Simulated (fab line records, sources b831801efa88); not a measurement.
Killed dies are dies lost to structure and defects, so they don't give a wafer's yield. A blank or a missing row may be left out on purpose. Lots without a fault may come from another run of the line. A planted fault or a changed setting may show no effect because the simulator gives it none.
Which tool did it? | flow sky130 | 14 lots, 42 wafers sampled, at 4 steps of a route of 708

WHAT THE GAUGES READ, wafer by wafer
SKY_VT_ADJUST_HVTR_CD_MEAS_07: target cd 380 nm.
lot  | measured     | on        | cd_nm (nm)
L264 | day 9 12:57  | cd_sem-01 | 381.8 382.1 379.2
L265 | day 9 23:26  | cd_sem-01 | 382.3 382.1 381.6
L266 | day 10 04:43 | cd_sem-01 | 380.4 382.6 380.2
L267 | day 10 10:32 | cd_sem-01 | 378.9 377.0 378.3
L269 | day 11 12:47 | cd_sem-01 | 378.2 379.0 378.9
L270 | day 11 17:02 | cd_sem-01 | 376.3 377.6 377.1
L271 | day 12 00:23 | cd_sem-02 | 377.0 377.7 377.8
L275 | day 13 06:37 | cd_sem-01 | 379.4 379.3 378.3
L280 | day 14 20:49 | cd_sem-02 | 383.5 384.8 383.8
L281 | day 15 01:39 | cd_sem-01 | 384.1 382.4 382.5
L282 | day 15 13:11 | cd_sem-02 | 379.8 380.6 379.9
L283 | day 15 19:52 | cd_sem-02 | 379.2 382.2 383.2
L284 | day 15 21:44 | cd_sem-01 | 381.8 381.7 380.4
L285 | day 16 02:58 | cd_sem-01 | 377.3 377.7 376.0

SKY_LDD_P_CD_MEAS_07: target cd 380 nm.
lot  | measured     | on        | cd_nm (nm)
L264 | day 19 01:03 | cd_sem-01 | 383.2 383.7 381.6
L265 | day 19 16:40 | cd_sem-01 | 377.6 377.2 376.7
L266 | day 20 01:55 | cd_sem-02 | 383.3 382.0 382.3
L267 | day 20 04:56 | cd_sem-02 | 382.2 381.6 382.4
L269 | day 21 17:11 | cd_sem-01 | 378.2 380.1 378.5
L270 | day 21 22:51 | cd_sem-01 | 379.9 379.1 380.4
L271 | day 22 08:05 | cd_sem-01 | 380.2 378.9 379.0
L275 | day 23 17:21 | cd_sem-02 | 382.5 381.8 383.1
L280 | day 25 11:42 | cd_sem-01 | 377.1 375.8 377.4
L281 | day 25 14:29 | cd_sem-01 | 383.6 382.7 383.6
L282 | day 26 04:01 | cd_sem-02 | 375.3 371.7 374.6
L283 | day 26 11:38 | cd_sem-01 | 376.0 380.9 379.2
L284 | day 26 15:04 | cd_sem-02 | 380.5 380.2 380.0
L285 | day 26 19:45 | cd_sem-01 | 382.1 380.9 383.5

SKY_LDD_HVP_OVL_MEAS_07.
lot  | measured     | on         | LDD_HVP_OVL (nm)
L264 | day 21 16:01 | overlay-02 | -2.2 0.6 -1.2
L265 | day 22 06:13 | overlay-01 | -2.2 -0.4 -0.1
L266 | day 22 15:37 | overlay-01 | -2.9 -2.0 -1.0
L267 | day 22 18:04 | overlay-02 | 1.3 0.5 1.5
L269 | day 24 05:07 | overlay-01 | -2.9 0.4 -0.9
L270 | day 24 11:28 | overlay-01 | -0.3 -1.7 -0.7
L271 | day 24 20:04 | overlay-01 | 0.1 1.7 -0.7
L275 | day 26 05:19 | overlay-01 | -1.7 -2.1 -1.1
L280 | day 27 21:16 | overlay-01 | 0.9 -0.3 1.1
L281 | day 28 01:10 | overlay-01 | -3.8 0.1 -0.9
L282 | day 28 14:43 | overlay-02 | 1.4 0.2 0.5
L283 | day 28 21:58 | overlay-02 | 1.1 -1.1 0.4
L284 | day 29 00:19 | overlay-01 | 0.2 -2.2 -0.9
L285 | day 29 05:10 | overlay-01 | 1.5 -1.4 0.1

WHICH TOOL RAN EACH LOT (tool, then ch and the chambers of the sampled wafers, then the start)
lot  | SKY_LDD_N_IMPLANT_10
L264 | implanter-02 ch 0, day 17 18:15
L265 | implanter-04 ch 0, day 18 09:01
L266 | implanter-03 ch 0, day 18 17:31
L267 | implanter-04 ch 0, day 18 21:10
L269 | implanter-02 ch 0, day 20 09:39
L270 | implanter-02 ch 0, day 20 14:47
L271 | implanter-04 ch 0, day 21 00:27
L275 | implanter-03 ch 0, day 22 10:07
L280 | implanter-04 ch 0, day 24 04:43
L281 | implanter-04 ch 0, day 24 07:47
L282 | implanter-03 ch 0, day 24 21:37
L283 | implanter-03 ch 0, day 25 05:07
L284 | implanter-03 ch 0, day 25 09:50
L285 | implanter-02 ch 0, day 25 13:31
- SKY_LDD_N_IMPLANT_10

WHAT THE TOOLS THEMSELVES READ (means of the sampled wafers that have a number; where no wafer has one, the mark that the record gives instead)
SKY_LDD_N_IMPLANT_10.
lot  | tool         | dose_ions_cm2 | rotation_deg (degrees)
L264 | implanter-02 | 7.502e+13     | 203.01
L265 | implanter-04 | 7.496e+13     | 203.02
L266 | implanter-03 | 7.499e+13     | 203.06
L267 | implanter-04 | 7.499e+13     | 203.00
L269 | implanter-02 | 7.488e+13     | 202.99
L270 | implanter-02 | 7.503e+13     | 203.00
L271 | implanter-04 | 7.494e+13     | 203.01
L275 | implanter-03 | 7.496e+13     | 202.96
L280 | implanter-04 | 7.774e+13     | 202.96
L281 | implanter-04 | 7.772e+13     | 203.00
L282 | implanter-03 | 7.495e+13     | 203.02
L283 | implanter-03 | 7.494e+13     | 202.97
L284 | implanter-03 | 7.497e+13     | 202.99
L285 | implanter-02 | 7.511e+13     | 202.99

THE ANSWER, worked out from the rows above alone
Rule: what is usual is taken from the lots themselves. Put in order of their means at a reading, lots are off if they are a third of the lots or fewer, leave a main group of 4 or more, and stand apart from it by a gap of 3 or more times the standard deviation of the main group's means; of several such gaps the widest counts. A main group whose means are all the same, to the digits that the tables above print for the reading, isn't used. A lot without any number at a reading at which 4 lots or more have one is off too. The other lots that the step has rows for count as sound. The gauges are gone through in route order, then the tools' own readings, and for those a lot's mean is taken as printed above. The first step at which some lot is off is used, and at that step the reading that is off furthest; a lot without a number counts as furthest.
Off: L280, L281, at SKY_LDD_N_IMPLANT_10 (dose_ions_cm2). The main group: mean 7.498e+13, standard deviation 5.5e+10.
A tool fits if, at that step or a process step before it, it ran every lot that is off, and no sound lot after the first of them. One fits: implanter-04 at SKY_LDD_N_IMPLANT_10. Its last sound lot is L271 (day 21 00:27), its first lot that is off L280 (day 24 04:43): a fault that began between those two fits.
The tool's own readings at SKY_LDD_N_IMPLANT_10 bear it out: on the lots that are off they differ by more than 5 times the standard deviation of the sound lots' means. dose_ions_cm2 reads 7.773e+13 there against 7.498e+13 on the sound lots.

WHAT THE SIMULATOR HAD PUT IN
Process parameter drift: implanter-04, from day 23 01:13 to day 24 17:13, at SKY_LDD_N_IMPLANT_10. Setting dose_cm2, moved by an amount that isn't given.
Lots struck among those shown: L280, L281. The rule above found the same.
